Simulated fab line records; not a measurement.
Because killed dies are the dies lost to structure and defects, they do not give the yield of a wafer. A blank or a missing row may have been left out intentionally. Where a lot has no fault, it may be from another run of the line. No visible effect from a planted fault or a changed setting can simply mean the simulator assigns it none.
A struck lot beside a sound one :: flow sky130 :: 22 steps out of a route of 708
Sound: these wafers, L556.1, L556.4, L556.6. Struck: wafers L562.1, L562.5, L562.6. The cause is given at the end.
Order at every step that has rows: each side's tool, ch and its chambers, its first start. Under that, the readings that differ: sound wafers :: struck wafers :: difference of the means :: sigmas: that difference in standard deviations of wafers without a fault.
alike: same words and numbers on both sides, and readings whose means sit less than 2 such deviations apart. not compared: any withheld reading, any reading some wafer has no value for, any bound like >300 that may hide the same value, and any number with overlapping values for which the record gives no deviation.
Wherever a step has rows on one side only, a row that says differs or no value, or a row with sigmas, the two part there. Non-overlapping numbers with no deviation appear without sigmas and do not part them. A reading missing from all wafers of one side parts the sides only when that side holds two or more wafers.

first, 6 steps without rows for these wafers: SKY_LDD_HVN_HMDS_01 (prime time 60 s); SKY_LDD_HVN_COAT_02 (resist thk 300 nm); SKY_LDD_HVN_SOFTBAKE_03 (time 60 s); SKY_LDD_HVN_EXPOSE_04 (exposes mask HVNTM, target cd 700 nm); SKY_LDD_HVN_PEB_05; SKY_LDD_HVN_DEVELOP_06 (develop time 60 s).
SKY_LDD_HVN_OVL_MEAS_07:
  sound on overlay-02 at day 24 10:26; struck on overlay-02 at day 27 03:02
  alike: LDD_HVN_OVL
after that, 1 step had no rows for these wafers: SKY_LDD_HVN_IMPLANT_08.
SKY_LDD_HVN_STRIP_09: strips in O2/N2.
  sound on plasma asher-03 ch 0,1, day 24 10:37; struck on plasma asher-01 ch 0,1, day 27 03:14
reading: strip time to endpoint s (s)
sound: 4.131 4.130 4.106
struck: 4.157 4.156 4.175
difference: +0.040
sigmas: +3
  alike: drypump motor current A, o2 flow sccm, oes product au
  not compared: rf hours counter h
SKY_LDD_HVN_TW_MEAS_10:
  sound on film metro-02 at day 24 10:43; struck on film metro-01 at day 27 03:20
reading: LDD_HVN_TW
sound: 1414 1417 1420
struck: 1440 1433 1443
difference: +22
sigmas: +2
then, 2 steps without rows for these wafers: SKY_LDD_HVP_DEHYDRATE_00 (time 60 s); SKY_LDD_HVP_HMDS_01 (prime time 60 s).
SKY_LDD_HVP_COAT_02: resist thk 300 nm.
  sound on litho track-03 ch 0, day 25 01:12; struck on litho track-03 ch 0, day 27 17:36
reading: spin speed rpm (rpm)
sound: 2997.9 2996.3 2997.3
struck: 3094.5 3093.3 3094.2
difference: +96.8
sigmas: +48

reading: model.NOVOLAK_of_LDD_HVP_COAT_02.thk nm (nm)
sound: 297.7 297.9 298.4
struck: 294.8 296.6 295.9
difference: -2.2
sigmas: 
  alike: resist line temp C
then, 3 steps without rows for these wafers: SKY_LDD_HVP_SOFTBAKE_03 (time 60 s); SKY_LDD_HVP_EXPOSE_04 (exposes mask HVPTM, target cd 700 nm); SKY_LDD_HVP_PEB_05.
SKY_LDD_HVP_DEVELOP_06: develop time 60 s.
  sound on litho track-02 ch 0, day 25 15:39; struck on litho track-02 ch 0, day 28 08:00
reading: model.NOVOLAK_of_LDD_HVP_COAT_02.thk nm (nm)
sound: 297.3 297.4 298
struck: 294.4 296.2 295.5
difference: -2.2
sigmas: 
  alike: resist line temp C
SKY_LDD_HVP_OVL_MEAS_07:
  sound on overlay-01 at day 25 15:48; struck on overlay-01 at day 28 08:09
  alike: LDD_HVP_OVL
after that, 1 step had no rows for these wafers: SKY_LDD_HVP_IMPLANT_08.
SKY_LDD_HVP_STRIP_09: strips in O2/N2.
  sound on plasma asher-04 ch 0,1, day 25 15:59; struck on plasma asher-04 ch 0,1, day 28 08:20
  alike: drypump motor current A, o2 flow sccm, oes product au, strip time to endpoint s
  not compared: rf hours counter h
SKY_LDD_HVP_TW_MEAS_10:
  sound on film metro-02 at day 25 16:05; struck on film metro-03 at day 28 08:26
  alike: LDD_HVP_TW
after that, 1 step had no rows for these wafers: SKY_PAD_OPEN_PROBE_99.

## WHERE THEY PART
First at SKY_LDD_HVN_STRIP_09; last, within this record, at SKY_LDD_HVP_COAT_02. Later steps at which nothing parts them and some readings are alike: SKY_LDD_HVP_DEVELOP_06, SKY_LDD_HVP_OVL_MEAS_07, SKY_LDD_HVP_STRIP_09, SKY_LDD_HVP_TW_MEAS_10.

WHY: the cause the simulator had injected
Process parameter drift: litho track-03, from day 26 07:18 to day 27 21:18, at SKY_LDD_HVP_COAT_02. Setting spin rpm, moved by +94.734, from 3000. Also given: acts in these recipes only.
